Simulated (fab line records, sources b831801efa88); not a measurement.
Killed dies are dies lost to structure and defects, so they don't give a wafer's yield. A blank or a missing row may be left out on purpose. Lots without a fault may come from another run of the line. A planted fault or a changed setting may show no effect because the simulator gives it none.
A struck lot beside a sound one | flow sky130 | 15 steps out of a route of 708
Sound: wafers L325.1, L325.2, L325.5. Struck: wafers L318.2, L318.5, L318.6. The cause comes at the end.
At each step with rows: each side's tool, then ch and its chambers, then its first start. Under that, the readings that differ: sound wafers | struck wafers | difference of the means | sigmas: that difference in standard deviations of wafers without a fault.
alike: readings whose means differ by less than 2 such deviations, and words and numbers that are the same on both sides. not compared: withheld readings, readings that some wafer has no value for, bounds like >300 that may hide the same value, and numbers for which the record gives no deviation and whose values overlap.
The two part at a step that has a row with sigmas, a row that says differs or no value, or rows on one side only. Numbers that don't overlap but have no deviation are shown without sigmas and don't part them. A reading that every wafer of one side lacks parts them only if that side has two wafers or more.

first, 6 steps without rows for these wafers: SKY_GATE_OXIDE_HMDS_04 (prime time 60 s); SKY_GATE_OXIDE_COAT_05 (resist thk 1140 nm); SKY_GATE_OXIDE_SOFTBAKE_06 (time 60 s); SKY_GATE_OXIDE_EXPOSE_07 (exposes mask LVOM, target cd 600 nm); SKY_GATE_OXIDE_PEB_08; SKY_GATE_OXIDE_DEVELOP_09 (develop time 58.9 s).
SKY_GATE_OXIDE_OVL_MEAS_10:
  sound on overlay-01, day 20 08:48; struck on overlay-01, day 18 00:29
  alike: GATE_OXIDE_OVL
then, 2 steps without rows for these wafers: SKY_GATE_OXIDE_IMPLANT_11; SKY_GATE_OXIDE_WET_ETCH_12 (etches SiO2 in dHF, target depth 16.8 nm, time 336 s).
SKY_GATE_OXIDE_STRIP_13: strips in O2/N2.
  sound on plasma_asher-03 ch 0,1, day 20 09:05; struck on plasma_asher-03 ch 0,1, day 18 00:46
  alike: drypump_motor_current_A, oes_product_au, strip_time_to_endpoint_s
  not compared: rf_hours_counter_h
SKY_GATE_OXIDE_TW_MEAS_14:
  sound on film_metro-01, day 20 09:11; struck on film_metro-02, day 18 00:53
  alike: GATE_OXIDE_TW
then, 1 step without rows for these wafers: SKY_GATE_OXIDE_CLEAN_15 (cleans in SC1/SC2, time 150 s).
SKY_GATE_OXIDE_OXIDATION_16: stabilise 600 s, purge 300 s, target thk 3.57 nm.
  sound on furnace-02 ch 0, day 20 09:18; struck on furnace-01 ch 0, day 18 01:16
  reading                                           | sound                | struck               | difference | sigmas
  spike_tc_bottom_C (C)                             | 817.7 819.2 820.0    | 848.7 848.9 848.2    | +29.6      | +12
  spike_tc_centre_C (C)                             | 798.9 800.2 800.9    | 828.3 828.2 828.7    | +28.4      | +24
  spike_tc_lower_C (C)                              | 803.9 802.9 802.2    | 827.9 828.7 827.7    | +25.1      | +23
  spike_tc_top_C (C)                                | 813.7 810.9 811.4    | 839.3 842.0 840.9    | +28.7      | +24
  spike_tc_upper_C (C)                              | 798.1 798.5 799.6    | 825.1 824.4 825.3    | +26.2      | +24
  tube_center_temp_C (C)                            | 800.04 800.05 799.79 | 825.83 825.91 825.96 | +25.94     | +99 or more
  tube_center_temp_C_max                            | 802.4 801.9 801.7    | 827.7 827.9 828.0    | +25.9      | +81
  zone_power_upper_pct (%)                          | 13.86 13.78 13.99    | 15.03 14.67 14.74    | +0.94      | +6
  model.SiO2_of_GATE_OXIDE_OXIDATION_01.thk_nm (nm) | 11.44 11.45 11.42    | 12.6 12.56 12.6      | +1.2       |
  alike: zone_power_top_pct
then, 1 step without rows for these wafers: SKY_POLY_GATE_CVD_00 (deposits poly-Si, target thk 180 nm, time 720 s).
-- the record jumps here: 31 days lie between the struck wafers' starts before and after (it left off in module POLY_GATE and takes up again in module PAD_OPEN, whose first step shown is number 708 of the route) --
SKY_PAD_OPEN_PROBE_99:
  sound on prober-01, day 50 01:38; struck on prober-02, day 48 13:53
  reading                                   | sound                         | struck                        | difference | sigmas
  model.etest.nfet_16v.r_on_ohm_um          | 1.417e+04 1.421e+04 1.409e+04 | 1.445e+04 1.461e+04 1.467e+04 | +4.200e+02 |
  model.etest.pfet_01v8.r_on_ohm_um         | 3079 3119 3096                | 3339 3312 3280                | +212       |
  model.etest.tip_sonos.rs_ohm_sq           | 2620 2632 2620                | 2890 2868 2910                | +265       |
  model.etest.pfet_g5v0d10v5.r_on_ohm_um    | 4839 4871 4812                | 4943 5029 5008                | +153       |
  model.etest.nfet_01v8.r_on_ohm_um         | 845.6 864.7 865.4             | 952 966.5 970.3               | +104       |
  model.etest.nfet_01v8_lvt.drive_ua_um     | 566.9 551.7 545.1             | 471.6 461.6 463               | -89.2      |
  model.etest.nfet_01v8_swapped.drive_ua_um | 499.6 484.4 480.4             | 404.4 397.1 398.8             | -88.0      |
  model.etest.nfet_01v8.drive_ua_um         | 495.9 481.7 489.2             | 404.3 396.6 395.4             | -90.2      |
  alike: killed_at_M0_to_M3, killed_at_M4_up, killed_at_contacts, killed_at_front_end, killed_at_other, killed_dies, killed_open, killed_short

WHERE THEY PART
Only at SKY_GATE_OXIDE_OXIDATION_16, within this record. Later steps at which nothing parts them and some readings are alike: SKY_PAD_OPEN_PROBE_99.

WHY: what the simulator had put in
Process parameter drift: furnace-01, from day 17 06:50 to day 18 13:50, at SKY_GATE_OXIDE_OXIDATION_16. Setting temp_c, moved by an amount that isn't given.
